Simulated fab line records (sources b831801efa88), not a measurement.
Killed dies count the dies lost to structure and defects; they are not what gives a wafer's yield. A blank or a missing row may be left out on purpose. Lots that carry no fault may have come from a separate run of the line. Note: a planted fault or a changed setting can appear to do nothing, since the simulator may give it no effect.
Problem report in the 8D (eight disciplines) form, filled by code | flow sfqLine | the parts of the form that need people (team, actions taken, sign-off) are left out

== 1. THE ISSUE ==
Wafers with no fault read 216 s with a standard deviation of 7.6, whereas timeToEndpointS at SFQ_TRILAYER_I0_CMP_CMP_028 reads a mean of 283 s on 1 wafer of 1 lot. That is +8.8 standard deviations from the usual mean.
The step: polishes SiO2.
First observed at day 12 13:17: wafer L468.5, on cmp-02. Wafers with a number at this step in the record: 39, from 13 lots. The rule behind "out" and "out of limits": a value lying over 4 standard deviations away from the usual mean. All remaining wafers that have a number are taken as sound.

== 2. WHAT IT IS; WHAT IT IS NOT ==
question                    | is                | is not
which readings at this step | timeToEndpointS   | edgeZonePressureFrac, motorCurrentA
which lots                  | L468              | L454, L455, L456, L458, L460, L461, L462, L463, L464, L466, L476, L477
which wafers of those lots  | L468.5            | L468.2, L468.3
read on which tools         | cmp-02            | cmp-01
when                        | from day 12 13:17 | up to then (32 sound wafers); but 6 sound wafers of L476, L477 came after

== 3. SUSPECTS, AND WHAT RULES EACH OUT ==
Counting: any tool at a process step up to the reading remains a suspect provided it ran every lot that is out. Sound lots after the first of them don't rule it out here, since some wafers of a struck lot are sound.
- cmp-02 at SFQ_TRILAYER_I0_CMP_CMP_028 (polishes SiO2): kept. L468, the lot that is out, went through it at day 12 13:17; up to then, the latest sound lot through it was L464 at day 10 19:02. Its own timeToEndpointS readings are out on those wafers.
- cmp-02, SFQ_TRILAYER_I0_CMP_CMP_028: wafers that are out in chamber 1, sound lot-mates in chambers 0, 3.
Left after counting: cmp-02 at SFQ_TRILAYER_I0_CMP_CMP_028.

== 4. THE CAUSE (what the simulator had put in) ==
cmp-02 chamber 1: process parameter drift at SFQ_TRILAYER_I0_CMP_CMP_028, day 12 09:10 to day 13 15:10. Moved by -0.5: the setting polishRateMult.
Only this tool survived the counting.

== 5. THE EFFECT CHAIN, in route order ==
Rows list readings where the struck wafers' mean (over those with a number) sits beyond 3 standard deviations from the usual. Only readings for which the record gives a usual standard deviation are gone through. hours: the time from each lot's start at the first step in this table that gives one to its start at this step, as a median over the lots. sigmas: the change in usual standard deviations.
hours | step                                  | reading         | usual      | on struck wafers | change | sigmas
0     | SFQ_TRILAYER_I0_CMP_CMP_028           | timeToEndpointS | 216 s      | 283              | +67    | +8.8
2     | SFQ_TRILAYER_I0_METRO_MEASURE_029     | thkNm           | 199.6 nm   | 308.9            | +109.3 | +91
117   | SFQ_TRILAYER_I0_VIA_ETCH_VIA_ETCH_034 | oesProductAu    | 0.853 a.u. | 1.004            | +0.151 | +26
Process steps it contains:
- SFQ_TRILAYER_I0_CMP_CMP_028: polishes SiO2.
- SFQ_TRILAYER_I0_METRO_MEASURE_029
- SFQ_TRILAYER_I0_VIA_ETCH_VIA_ETCH_034: etches SiO2 in CHF3, stops on Nb, target depth 260 nm.

== 6. HOW IT WOULD HAVE BEEN CAUGHT EARLIER ==
In this record the first reading out of limits was taken at day 12 13:17, 4 hours after the fault began at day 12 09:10.
